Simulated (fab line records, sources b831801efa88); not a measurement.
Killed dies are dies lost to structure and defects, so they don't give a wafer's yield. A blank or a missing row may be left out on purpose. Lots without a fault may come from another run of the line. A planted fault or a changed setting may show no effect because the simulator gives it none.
A struck lot beside a sound one | flow sfq_line | 24 steps out of a route of 325
Sound: wafers L658.1, L658.2, L658.3. Struck: wafers L664.1, L664.2, L664.4. The cause comes at the end.
At each step with rows: each side's tool, then ch and its chambers, then its first start. Under that, the readings that differ: sound wafers | struck wafers | difference of the means | sigmas: that difference in standard deviations of wafers without a fault.
alike: readings whose means differ by less than 2 such deviations, and words and numbers that are the same on both sides. not compared: withheld readings, readings that some wafer has no value for, bounds like >300 that may hide the same value, and numbers for which the record gives no deviation and whose values overlap.
The two part at a step that has a row with sigmas, a row that says differs or no value, or rows on one side only. Numbers that don't overlap but have no deviation are shown without sigmas and don't part them. A reading that every wafer of one side lacks parts them only if that side has two wafers or more.

SFQ_I5_OVL_MEAS_936:
  sound on overlay-02, day 67 21:31; struck on overlay-01, day 68 18:55
  reading     | sound    | struck   | difference | sigmas
  I5_OVL (nm) | -2 -1 -4 | 16 12 14 | +16        | +3
SFQ_TRILAYER_I5_BARC_OPEN_VIA_ETCH_200: etches BARC in O2, target depth 125 nm, time 41.7 s.
  sound on rie_diel-01 ch 0,2,3, day 67 21:33; struck on rie_diel-03 ch 1,2,3, day 68 18:57
  alike: bias_w, chamber_pressure_mTorr, drypump_motor_current_A, oes_product_au
  not compared: rf_hours_counter_h
SFQ_TRILAYER_I5_ETCH_VIA_ETCH_147: etches the open film in CHF3, stops on Nb, target depth 360 nm.
  sound on rie_diel-01 ch 0,2,3, day 67 21:35; struck on rie_diel-03 ch 1,2,3, day 68 18:59
  alike: bias_w, chamber_pressure_mTorr, drypump_motor_current_A, oes_product_au
SFQ_TRILAYER_I5_STRIP_STRIP_148: strips in O2.
  sound on rie_metal-02 ch 0,1, day 67 21:44; struck on rie_metal-01 ch 0,1, day 68 19:08
  alike: drypump_motor_current_A, oes_product_au
  not compared: rf_hours_counter_h
then, 7 steps without rows for these wafers: SFQ_TRILAYER_I5_STRIP_SOLV_CLEAN_149 (cleans in NMP, time 600 s); SFQ_TRILAYER_C5_LITHO_COAT_156 (resist thk 62 nm); SFQ_TRILAYER_C5_LITHO_COAT_151 (resist thk 650 nm); SFQ_TRILAYER_C5_LITHO_SOFTBAKE_155; SFQ_TRILAYER_C5_LITHO_EXPOSE_152 (exposes mask C5, target cd 500 nm); SFQ_TRILAYER_C5_LITHO_PEB_154 (peb time 60 s); SFQ_TRILAYER_C5_LITHO_DEVELOP_153 (time 60 s).
SFQ_C5_OVL_MEAS_937:
  sound on overlay-02, day 68 07:52; struck on overlay-02, day 69 01:52
  reading     | sound       | struck | difference | sigmas
  C5_OVL (nm) | -11 -13 -14 | 3 3 3  | +16        | +2
SFQ_TRILAYER_C5_BARC_OPEN_VIA_ETCH_210: etches BARC in O2, target depth 125 nm, time 41.7 s.
  sound on rie_diel-02 ch 1,2,3, day 68 07:54; struck on rie_diel-04 ch 0,2,3, day 69 01:54
  no value came back on the struck wafers for any of 5 readings (bias_w (W), chamber_pressure_mTorr (mTorr) and others); on the sound wafers bias_w (W) reads 79.46 80.66 80.30
  reading                                             | sound             | struck            | difference | sigmas
  model.KrF_of_TRILAYER_C5_LITHO_COAT_151.thk_nm (nm) | 576.8 579.6 579.8 | 626.7 625.3 625.6 | +47.1      |
SFQ_TRILAYER_C5_ETCH_VIA_ETCH_154: etches SiO2 in CHF3, stops on Nb, target depth 84 nm.
  sound on rie_diel-02 ch 1,2,3, day 68 07:56; struck on rie_diel-04 ch 0,2,3, day 69 01:56
  reading                                             | sound             | struck            | difference | sigmas
  oes_product_au (a.u.)                               | 0.893 0.896 0.892 | 0.376 0.375 0.385 | -0.515     | -58
  model.KrF_of_TRILAYER_C5_LITHO_COAT_151.thk_nm (nm) | 562.6 564.7 565.4 | 612.3 611.3 611   | +47.3      |
  alike: bias_w, chamber_pressure_mTorr, drypump_motor_current_A
SFQ_TRILAYER_C5_STRIP_STRIP_155: strips in O2.
  sound on rie_metal-03 ch 0,1, day 68 07:59; struck on rie_metal-03 ch 0,1, day 69 01:59
  alike: drypump_motor_current_A, oes_product_au
  not compared: rf_hours_counter_h
then, 2 steps without rows for these wafers: SFQ_TRILAYER_C5_STRIP_SOLV_CLEAN_156 (cleans in NMP, time 600 s); SFQ_TRILAYER_M6_DEP_PRE_CLEAN_158 (time 22.5 s).
SFQ_TRILAYER_M6_DEP_SPUTTER_157: material Nb, target thk 200 nm, time 133.3 s.
  sound on pvd_sputter-06, day 68 08:49; struck on pvd_sputter-06, day 69 02:47
  alike: base_pressure_pa, throttle_valve_pct
SFQ_M6_RS_MEAS_938: measures by four-point-probe.
  sound on film_metro-01, day 68 08:54; struck on film_metro-04, day 69 02:53
  alike: M6_NB_RS
then, 3 steps without rows for these wafers: SFQ_TRILAYER_M6_LITHO_COAT_164 (resist thk 62 nm); SFQ_TRILAYER_M6_LITHO_COAT_159 (resist thk 600 nm); SFQ_TRILAYER_M6_LITHO_SOFTBAKE_163.
SFQ_TRILAYER_M6_LITHO_EXPOSE_160: exposes mask M6, target cd 500 nm.
  sound on krf_scanner-01 ch 0, day 68 13:34; struck on krf_scanner-01, day 69 09:55
  no value came back on the struck wafers for exposure_dose_mJ_cm2, focus_offset_nm (nm); on the sound wafers exposure_dose_mJ_cm2 reads 14.395 14.401 14.383
  alike: mask
then, 1 step without rows for these wafers: SFQ_TRILAYER_M6_LITHO_PEB_162 (peb time 60 s).

WHERE THEY PART
First at SFQ_I5_OVL_MEAS_936; last, within this record, at SFQ_TRILAYER_M6_LITHO_EXPOSE_160.

WHY: what the simulator had put in
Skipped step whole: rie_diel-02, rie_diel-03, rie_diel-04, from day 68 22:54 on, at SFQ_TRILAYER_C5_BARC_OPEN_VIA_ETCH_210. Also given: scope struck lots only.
